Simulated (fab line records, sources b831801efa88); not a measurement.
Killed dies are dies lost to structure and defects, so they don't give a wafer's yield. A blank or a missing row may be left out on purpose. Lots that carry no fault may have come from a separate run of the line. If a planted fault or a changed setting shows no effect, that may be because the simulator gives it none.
Which tool was responsible? || flow gf180mcu || 13 lots, 39 wafers sampled, at 6 steps of a route of 602

WHAT THE GAUGES READ, wafer by wafer
GF_STI_CD_MEAS_12 targets a cd of 220 nm. Usual: cd nm at 220.0 nm, with a standard deviation of 1.2.
{"lot": "L470", "measured": "day 2 01:22", "on": "cd sem-02", "cd nm (nm)": "219.5 219.4 219.9", "flag": ""}
{"lot": "L473", "measured": "day 2 17:17", "on": "cd sem-02", "cd nm (nm)": "220.7 221.6 219.9", "flag": ""}
{"lot": "L474", "measured": "day 2 21:07", "on": "cd sem-02", "cd nm (nm)": "221.9 220.8 222.1", "flag": ""}
{"lot": "L475", "measured": "day 3 03:53", "on": "cd sem-01", "cd nm (nm)": "218.0 219.1 218.1", "flag": ""}
{"lot": "L476", "measured": "day 3 08:55", "on": "cd sem-01", "cd nm (nm)": "221.5 222.0 221.1", "flag": ""}
{"lot": "L477", "measured": "day 3 13:38", "on": "cd sem-02", "cd nm (nm)": "218.3 218.4 219.0", "flag": ""}
{"lot": "L479", "measured": "day 4 00:53", "on": "cd sem-01", "cd nm (nm)": "218.7 220.4 219.2", "flag": ""}
{"lot": "L481", "measured": "day 4 11:02", "on": "cd sem-01", "cd nm (nm)": "220.7 219.5 221.1", "flag": ""}
{"lot": "L482", "measured": "day 4 15:22", "on": "cd sem-01", "cd nm (nm)": "218.9 218.7 219.0", "flag": ""}
{"lot": "L483", "measured": "day 4 20:47", "on": "cd sem-02", "cd nm (nm)": "220.3 221.8 221.5", "flag": ""}
{"lot": "L484", "measured": "day 5 03:22", "on": "cd sem-02", "cd nm (nm)": "221.1 221.4 221.0", "flag": ""}
{"lot": "L490", "measured": "day 6 08:11", "on": "cd sem-01", "cd nm (nm)": "222.0 220.6 221.4", "flag": ""}
{"lot": "L492", "measured": "day 6 18:25", "on": "cd sem-01", "cd nm (nm)": "219.6 219.3 220.3", "flag": ""}

GF_POLY_GATE_OVL_MEAS_11. Usual: POLY_GATE_OVL 0 nm, standard deviation 4.2.
{"lot": "L470", "measured": "day 9 08:13", "on": "overlay-01", "POLY_GATE_OVL (nm)": "8 5 6", "flag": ""}
{"lot": "L473", "measured": "day 9 23:19", "on": "overlay-01", "POLY_GATE_OVL (nm)": "-3 -2 -8", "flag": ""}
{"lot": "L474", "measured": "day 10 09:37", "on": "overlay-01", "POLY_GATE_OVL (nm)": "-4 1 1", "flag": ""}
{"lot": "L475", "measured": "day 10 17:37", "on": "overlay-01", "POLY_GATE_OVL (nm)": "6 1 3", "flag": ""}
{"lot": "L476", "measured": "day 10 23:40", "on": "overlay-01", "POLY_GATE_OVL (nm)": "2 0 -2", "flag": ""}
{"lot": "L477", "measured": "day 11 07:34", "on": "overlay-02", "POLY_GATE_OVL (nm)": "-2 0 1", "flag": ""}
{"lot": "L479", "measured": "day 11 23:37", "on": "overlay-01", "POLY_GATE_OVL (nm)": "7 -3 1", "flag": ""}
{"lot": "L481", "measured": "day 12 10:07", "on": "overlay-02", "POLY_GATE_OVL (nm)": "2 -2 -4", "flag": ""}
{"lot": "L482", "measured": "day 12 20:46", "on": "overlay-02", "POLY_GATE_OVL (nm)": "-5 -4 -5", "flag": ""}
{"lot": "L483", "measured": "day 13 00:55", "on": "overlay-01", "POLY_GATE_OVL (nm)": "1 0 5", "flag": ""}
{"lot": "L484", "measured": "day 13 13:31", "on": "overlay-01", "POLY_GATE_OVL (nm)": "-3 3 1", "flag": ""}
{"lot": "L490", "measured": "day 15 04:42", "on": "overlay-01", "POLY_GATE_OVL (nm)": "1 -3 -8", "flag": ""}
{"lot": "L492", "measured": "day 15 15:52", "on": "overlay-02", "POLY_GATE_OVL (nm)": "-14 2 -6", "flag": ""}

GF_HV_LDD_CD_MEAS_31 targets a cd of 400 nm. Usual: cd nm at 400.1 nm, with a standard deviation of 1.8.
{"lot": "L470", "measured": "day 11 16:29", "on": "cd sem-02", "cd nm (nm)": "399.9 401.9 401.4", "flag": ""}
{"lot": "L473", "measured": "day 12 09:38", "on": "cd sem-02", "cd nm (nm)": "396.0 398.4 395.6", "flag": ""}
{"lot": "L474", "measured": "day 12 20:40", "on": "cd sem-02", "cd nm (nm)": "400.0 401.6 401.6", "flag": ""}
{"lot": "L475", "measured": "day 13 05:59", "on": "cd sem-01", "cd nm (nm)": "397.4 399.1 399.3", "flag": ""}
{"lot": "L476", "measured": "day 13 11:34", "on": "cd sem-01", "cd nm (nm)": "402.1 400.9 401.1", "flag": ""}
{"lot": "L477", "measured": "day 13 20:17", "on": "cd sem-01", "cd nm (nm)": "401.8 401.8 403.2", "flag": ""}
{"lot": "L479", "measured": "day 14 13:49", "on": "cd sem-01", "cd nm (nm)": "401.9 400.4 398.0", "flag": ""}
{"lot": "L481", "measured": "day 15 01:46", "on": "cd sem-01", "cd nm (nm)": "400.5 402.9 402.7", "flag": ""}
{"lot": "L482", "measured": "day 15 12:34", "on": "cd sem-01", "cd nm (nm)": "397.3 399.3 397.3", "flag": ""}
{"lot": "L483", "measured": "day 15 16:47", "on": "cd sem-01", "cd nm (nm)": "400.5 400.0 403.0", "flag": ""}
{"lot": "L484", "measured": "day 16 08:07", "on": "cd sem-02", "cd nm (nm)": "402.4 399.2 400.5", "flag": ""}
{"lot": "L490", "measured": "day 18 02:31", "on": "cd sem-02", "cd nm (nm)": "- - -", "flag": "OFF"}
{"lot": "L492", "measured": "day 18 13:21", "on": "cd sem-02", "cd nm (nm)": "398.2 397.2 397.7", "flag": ""}

GF_HV_LDD_TW_MEAS_38. Usual: HV_LDD_3_TW 1447, standard deviation 14.
{"lot": "L470", "measured": "day 11 17:20", "on": "film metro-02", "HV_LDD_3_TW": "1435 1439 1436", "flag": ""}
{"lot": "L473", "measured": "day 12 10:29", "on": "film metro-01", "HV_LDD_3_TW": "1474 1462 1462", "flag": ""}
{"lot": "L474", "measured": "day 12 21:30", "on": "film metro-01", "HV_LDD_3_TW": "1464 1463 1463", "flag": ""}
{"lot": "L475", "measured": "day 13 06:50", "on": "film metro-04", "HV_LDD_3_TW": "1431 1429 1433", "flag": ""}
{"lot": "L476", "measured": "day 13 12:24", "on": "film metro-02", "HV_LDD_3_TW": "1453 1451 1456", "flag": ""}
{"lot": "L477", "measured": "day 13 21:07", "on": "film metro-04", "HV_LDD_3_TW": "1439 1429 1433", "flag": ""}
{"lot": "L479", "measured": "day 14 14:38", "on": "film metro-04", "HV_LDD_3_TW": "1438 1442 1434", "flag": ""}
{"lot": "L481", "measured": "day 15 02:37", "on": "film metro-04", "HV_LDD_3_TW": "1442 1443 1451", "flag": ""}
{"lot": "L482", "measured": "day 15 13:24", "on": "film metro-04", "HV_LDD_3_TW": "1437 1444 1441", "flag": ""}
{"lot": "L483", "measured": "day 15 17:38", "on": "film metro-04", "HV_LDD_3_TW": "1442 1448 1447", "flag": ""}
{"lot": "L484", "measured": "day 16 08:57", "on": "film metro-01", "HV_LDD_3_TW": "1465 1467 1466", "flag": ""}
{"lot": "L490", "measured": "day 18 03:22", "on": "film metro-01", "HV_LDD_3_TW": "30 31 31 31 31 31", "flag": "OFF"}
{"lot": "L492", "measured": "day 18 14:12", "on": "film metro-04", "HV_LDD_3_TW": "1434 1436 1437", "flag": ""}

GF_SAB_THK_MEAS_01. Usual: SAB_CVD_00_THK 50.1 nm, standard deviation 0.61.
{"lot": "L470", "measured": "day 14 09:40", "on": "film metro-03", "SAB_CVD_00_THK (nm)": "50.2 50.1 50.8", "flag": ""}
{"lot": "L473", "measured": "day 15 04:14", "on": "film metro-02", "SAB_CVD_00_THK (nm)": "48.8 49.4 49.5", "flag": ""}
{"lot": "L474", "measured": "day 15 15:39", "on": "film metro-02", "SAB_CVD_00_THK (nm)": "49.5 50.6 50.2", "flag": ""}
{"lot": "L475", "measured": "day 16 02:47", "on": "film metro-02", "SAB_CVD_00_THK (nm)": "49.2 49.1 51.1", "flag": ""}
{"lot": "L476", "measured": "day 16 11:21", "on": "film metro-02", "SAB_CVD_00_THK (nm)": "50.2 51.0 50.8", "flag": ""}
{"lot": "L477", "measured": "day 16 17:38", "on": "film metro-04", "SAB_CVD_00_THK (nm)": "50.4 50.1 50.3", "flag": ""}
{"lot": "L479", "measured": "day 17 11:44", "on": "film metro-04", "SAB_CVD_00_THK (nm)": "49.2 49.9 49.9", "flag": ""}
{"lot": "L481", "measured": "day 17 23:45", "on": "film metro-03", "SAB_CVD_00_THK (nm)": "49.8 49.9 50.2", "flag": ""}
{"lot": "L482", "measured": "day 18 12:49", "on": "film metro-03", "SAB_CVD_00_THK (nm)": "48.5 50.1 49.5", "flag": ""}
{"lot": "L483", "measured": "day 18 17:26", "on": "film metro-04", "SAB_CVD_00_THK (nm)": "49.4 49.5 50.5", "flag": ""}
{"lot": "L484", "measured": "day 19 14:36", "on": "film metro-03", "SAB_CVD_00_THK (nm)": "49.2 49.9 50.1", "flag": ""}
{"lot": "L492", "measured": "day 21 18:12", "on": "film metro-04", "SAB_CVD_00_THK (nm)": "49.5 49.9 50.2", "flag": ""}

EACH LOT AND THE TOOL THAT RAN IT (in order: tool; ch and the chambers of the sampled wafers; start)
{"lot": "L470", "GF_HV_LDD_EXPOSE_28": "iline stepper-02 ch 0, day 11 07:35"}
{"lot": "L473", "GF_HV_LDD_EXPOSE_28": "iline stepper-01 ch 0, day 12 00:20"}
{"lot": "L474", "GF_HV_LDD_EXPOSE_28": "iline stepper-01 ch 0, day 12 10:51"}
{"lot": "L475", "GF_HV_LDD_EXPOSE_28": "iline stepper-01 ch 0, day 12 20:01"}
{"lot": "L476", "GF_HV_LDD_EXPOSE_28": "iline stepper-01 ch 0, day 13 02:04"}
{"lot": "L477", "GF_HV_LDD_EXPOSE_28": "iline stepper-02 ch 0, day 13 09:49"}
{"lot": "L479", "GF_HV_LDD_EXPOSE_28": "iline stepper-01 ch 0, day 14 03:51"}
{"lot": "L481", "GF_HV_LDD_EXPOSE_28": "iline stepper-02 ch 0, day 14 14:52"}
{"lot": "L482", "GF_HV_LDD_EXPOSE_28": "iline stepper-01 ch 0, day 15 02:32"}
{"lot": "L483", "GF_HV_LDD_EXPOSE_28": "iline stepper-01 ch 0, day 15 06:26"}
{"lot": "L484", "GF_HV_LDD_EXPOSE_28": "iline stepper-01 ch 0, day 15 21:05"}
{"lot": "L490", "GF_HV_LDD_EXPOSE_28": "iline stepper-01 ch 0, day 17 15:07"}
{"lot": "L492", "GF_HV_LDD_EXPOSE_28": "iline stepper-01 ch 0, day 18 02:14"}
- GF_HV_LDD_EXPOSE_28: exposes mask Nplus HV AREA, target cd 400 nm.

WHAT THE TOOLS THEMSELVES READ (means of the sampled wafers that have a number; where no wafer has one, the mark that the record gives instead)
The record holds no such reading with a usual standard deviation.

THE ANSWER, worked out from the rows above alone
Rule: take the mean of a lot's wafers that have a number; if it is more than 3 standard deviations from the usual mean, the lot is off. Also off: a lot with no number at a reading for which 4 or more lots have one. The other lots that the step has rows for count as sound. After the gauges, taken in route order, come the tools' own readings; for these a lot's mean is taken, as printed above. The first step at which some lot is off is used, and at that step the reading that is off furthest; a lot without a number counts as furthest.
Off, at GF_HV_LDD_CD_MEAS_31 on cd nm: L490. Without a number there: L490.
A tool fits if, at a process step before that reading, it ran every lot that is off, and no sound lot after the first of them. Not tried: the gauges at GF_HV_LDD_CD_MEAS_31; whatever is off there is also off at GF_HV_LDD_TW_MEAS_38, on other tools, and gauge error can't account for it. Of those tried, none fits.

WHAT WAS PUT IN BY THE SIMULATOR
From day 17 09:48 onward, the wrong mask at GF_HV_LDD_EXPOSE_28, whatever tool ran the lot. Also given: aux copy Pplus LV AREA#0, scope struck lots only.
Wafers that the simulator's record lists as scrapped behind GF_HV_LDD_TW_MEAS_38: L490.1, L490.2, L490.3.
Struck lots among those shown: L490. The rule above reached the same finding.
